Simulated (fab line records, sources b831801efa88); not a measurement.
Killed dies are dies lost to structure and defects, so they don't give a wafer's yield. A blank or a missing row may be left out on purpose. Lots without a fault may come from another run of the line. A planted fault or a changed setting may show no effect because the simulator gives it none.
Which tool did it? | flow sfq_line | 14 lots, 42 wafers sampled, at 4 steps of a route of 325

WHAT THE GAUGES READ, wafer by wafer
SFQ_M3_OVL_MEAS_921.
lot  | measured     | on         | M3_OVL (nm)
L594 | day 36 21:36 | overlay-02 | 7 2 -6
L599 | day 44 17:11 | overlay-02 | - - -
L600 | day 45 01:35 | overlay-01 | - - -
L601 | day 45 07:35 | overlay-01 | 4 3 10
L606 | day 46 02:47 | overlay-01 | 5 6 8
L607 | day 46 04:36 | overlay-02 | 0 -4 1
L608 | day 46 06:23 | overlay-02 | 0 0 -2
L609 | day 46 10:35 | overlay-01 | 0 0 -5
L610 | day 46 12:23 | overlay-01 | -1 3 0
L611 | day 46 17:47 | overlay-01 | 1 -3 -2
L612 | day 51 11:25 | overlay-01 | -9 2 -7
L613 | day 51 22:02 | overlay-02 | -6 -12 -10
L614 | day 52 05:13 | overlay-01 | -3 1 -7
L617 | day 52 18:59 | overlay-01 | -6 -5 -1

WHICH TOOL RAN EACH LOT (tool, then ch and the chambers of the sampled wafers, then the start)
lot  | SFQ_TRILAYER_L0_BARC_OPEN_METAL_ETCH_010 | SFQ_TRILAYER_M0_STRIP_STRIP_025   | SFQ_TRILAYER_M1_LITHO_EXPOSE_040
L594 | rie_metal-04 ch 0,1, day 4 11:31         | rie_metal-04 ch 0,1, day 11 18:29 | krf_scanner-02 ch 0, day 22 07:16
L599 | rie_metal-03 ch 0,1, day 6 05:12         | rie_metal-04 ch 1, day 13 23:59   | krf_scanner-02, day 25 03:55
L600 | rie_metal-02 ch 0,1, day 6 11:20         | rie_metal-01 ch 0,1, day 14 05:49 | krf_scanner-02, day 26 09:55
L601 | rie_metal-03 ch 0,1, day 6 13:44         | rie_metal-04 ch 0,1, day 14 11:49 | krf_scanner-02 ch 0, day 26 13:31
L606 | rie_metal-02 ch 0,1, day 7 11:20         | rie_metal-02 ch 0,1, day 15 20:58 | krf_scanner-02 ch 0, day 28 07:11
L607 | rie_metal-04 ch 0,1, day 7 17:20         | rie_metal-02 ch 0,1, day 16 05:22 | krf_scanner-02 ch 0, day 28 18:59
L608 | rie_metal-04 ch 0,1, day 7 22:08         | rie_metal-04 ch 0,1, day 16 08:58 | krf_scanner-02 ch 0, day 28 21:23
L609 | rie_metal-04 ch 0,1, day 8 04:08         | rie_metal-04 ch 0,1, day 16 15:05 | krf_scanner-02 ch 0, day 29 01:11
L610 | rie_metal-02 ch 0,1, day 8 13:27         | rie_metal-04 ch 0,1, day 17 03:05 | krf_scanner-02 ch 0, day 29 05:47
L611 | rie_metal-02 ch 0,1, day 8 19:27         | rie_metal-02 ch 0,1, day 17 04:17 | krf_scanner-01 ch 0, day 29 21:45
L612 | rie_metal-03 ch 0,1, day 9 03:51         | rie_metal-01 ch 0,1, day 17 12:41 | krf_scanner-01 ch 0, day 30 17:28
L613 | rie_metal-02 ch 0,1, day 9 07:28         | rie_metal-02 ch 1, day 17 17:59   | krf_scanner-01 ch 0, day 30 22:28
L614 | rie_metal-02 ch 0,1, day 9 08:40         | rie_metal-04 ch 0,1, day 17 18:49 | krf_scanner-01 ch 0, day 31 01:52
L617 | rie_metal-04 ch 0,1, day 9 12:16         | rie_metal-04 ch 0,1, day 17 23:37 | krf_scanner-01 ch 0, day 31 11:28
- SFQ_TRILAYER_L0_BARC_OPEN_METAL_ETCH_010: etches BARC in O2, target depth 125 nm, time 41.7 s.
- SFQ_TRILAYER_M0_STRIP_STRIP_025: strips in O2.
- SFQ_TRILAYER_M1_LITHO_EXPOSE_040: exposes mask M1, target cd 500 nm.

WHAT THE TOOLS THEMSELVES READ (means of the sampled wafers that have a number; where no wafer has one, the mark that the record gives instead)
SFQ_TRILAYER_L0_BARC_OPEN_METAL_ETCH_010.
lot  | tool         | drypump_motor_current_A (A) | he_backside_leak_sccm (sccm) | oes_product_au (a.u.)
L594 | rie_metal-04 | 5.9                         | 3.64                         | 0.689
L599 | rie_metal-03 | 6.1                         | 3.52                         | 0.689
L600 | rie_metal-02 | 5.3                         | 3.50                         | 0.691
L601 | rie_metal-03 | 6.1                         | 3.61                         | 0.685
L606 | rie_metal-02 | 5.3                         | 3.54                         | 0.688
L607 | rie_metal-04 | 5.9                         | 3.42                         | 0.686
L608 | rie_metal-04 | 5.9                         | 3.34                         | 0.689
L609 | rie_metal-04 | 5.9                         | 3.15                         | 0.689
L610 | rie_metal-02 | 5.3                         | 3.56                         | 0.685
L611 | rie_metal-02 | 5.3                         | 3.45                         | 0.688
L612 | rie_metal-03 | 6.3                         | 3.72                         | 0.689
L613 | rie_metal-02 | 5.3                         | 3.52                         | 0.681
L614 | rie_metal-02 | 5.2                         | 3.56                         | 0.684
L617 | rie_metal-04 | 5.9                         | 3.44                         | 0.686

SFQ_TRILAYER_M0_STRIP_STRIP_025.
lot  | tool         | drypump_motor_current_A (A) | he_backside_leak_sccm (sccm) | oes_product_au (a.u.)
L594 | rie_metal-04 | 5.9                         | 3.52                         | 0.988
L599 | rie_metal-04 | 6.0                         | 3.40                         | 0.995
L600 | rie_metal-01 | 6.1                         | 3.44                         | 0.997
L601 | rie_metal-04 | 5.9                         | 3.59                         | 1.005
L606 | rie_metal-02 | 5.2                         | 3.60                         | 0.996
L607 | rie_metal-02 | 5.3                         | 3.59                         | 0.993
L608 | rie_metal-04 | 5.9                         | 3.41                         | 0.991
L609 | rie_metal-04 | 5.9                         | 3.51                         | 1.000
L610 | rie_metal-04 | 5.9                         | 3.39                         | 0.999
L611 | rie_metal-02 | 5.2                         | 3.57                         | 0.999
L612 | rie_metal-01 | 6.1                         | 3.41                         | 1.009
L613 | rie_metal-02 | 5.4                         | 3.66                         | 0.982
L614 | rie_metal-04 | 5.9                         | 3.45                         | 0.999
L617 | rie_metal-04 | 5.9                         | 3.43                         | 0.999

SFQ_TRILAYER_M1_LITHO_EXPOSE_040.
lot  | tool           | exposure_dose_mJ_cm2 | focus_offset_nm (nm) | reticle_temp_C (C) | stage_vel_mm_s (mm/s)
L594 | krf_scanner-02 | 14.383               | -0.3                 | 22.88              | 499.86
L599 | krf_scanner-02 | -                    | -                    | -                  | -
L600 | krf_scanner-02 | -                    | -                    | -                  | -
L601 | krf_scanner-02 | 14.391               | -0.2                 | 23.06              | 500.46
L606 | krf_scanner-02 | 14.401               | 0.8                  | 23.07              | 500.20
L607 | krf_scanner-02 | 14.408               | 0.3                  | 23.12              | 500.22
L608 | krf_scanner-02 | 14.409               | 0.9                  | 23.01              | 500.10
L609 | krf_scanner-02 | 14.383               | 0.0                  | 23.06              | 500.13
L610 | krf_scanner-02 | 14.421               | -0.1                 | 23.04              | 499.98
L611 | krf_scanner-01 | 14.422               | -0.2                 | 22.98              | 500.35
L612 | krf_scanner-01 | 14.404               | -0.1                 | 23.10              | 499.97
L613 | krf_scanner-01 | 14.392               | 0.0                  | 23.03              | 500.32
L614 | krf_scanner-01 | 14.398               | -0.3                 | 22.88              | 500.05
L617 | krf_scanner-01 | 14.414               | -0.3                 | 23.00              | 500.14

THE ANSWER, worked out from the rows above alone
Rule: what is usual is taken from the lots themselves. Put in order of their means at a reading, lots are off if they are a third of the lots or fewer, leave a main group of 4 or more, and stand apart from it by a gap of 3 or more times the standard deviation of the main group's means; of several such gaps the widest counts. A main group whose means are all the same, to the digits that the tables above print for the reading, isn't used. A lot without any number at a reading at which 4 lots or more have one is off too. The other lots that the step has rows for count as sound. The gauges are gone through in route order, then the tools' own readings, and for those a lot's mean is taken as printed above. The first step at which some lot is off is used, and at that step the reading that is off furthest; a lot without a number counts as furthest.
Off: L599, L600, at SFQ_M3_OVL_MEAS_921 (M3_OVL). Without a number there: L599, L600. The main group: mean -1 nm, standard deviation 4.1.
A tool fits if, at a process step before that reading, it ran every lot that is off, and no sound lot after the first of them. The gauges at SFQ_M3_OVL_MEAS_921 aren't tried: what is off there is off at SFQ_TRILAYER_M1_LITHO_EXPOSE_040 too, on other tools, and a gauge's error can't cause that. None of those tried fits.

WHAT THE SIMULATOR HAD PUT IN
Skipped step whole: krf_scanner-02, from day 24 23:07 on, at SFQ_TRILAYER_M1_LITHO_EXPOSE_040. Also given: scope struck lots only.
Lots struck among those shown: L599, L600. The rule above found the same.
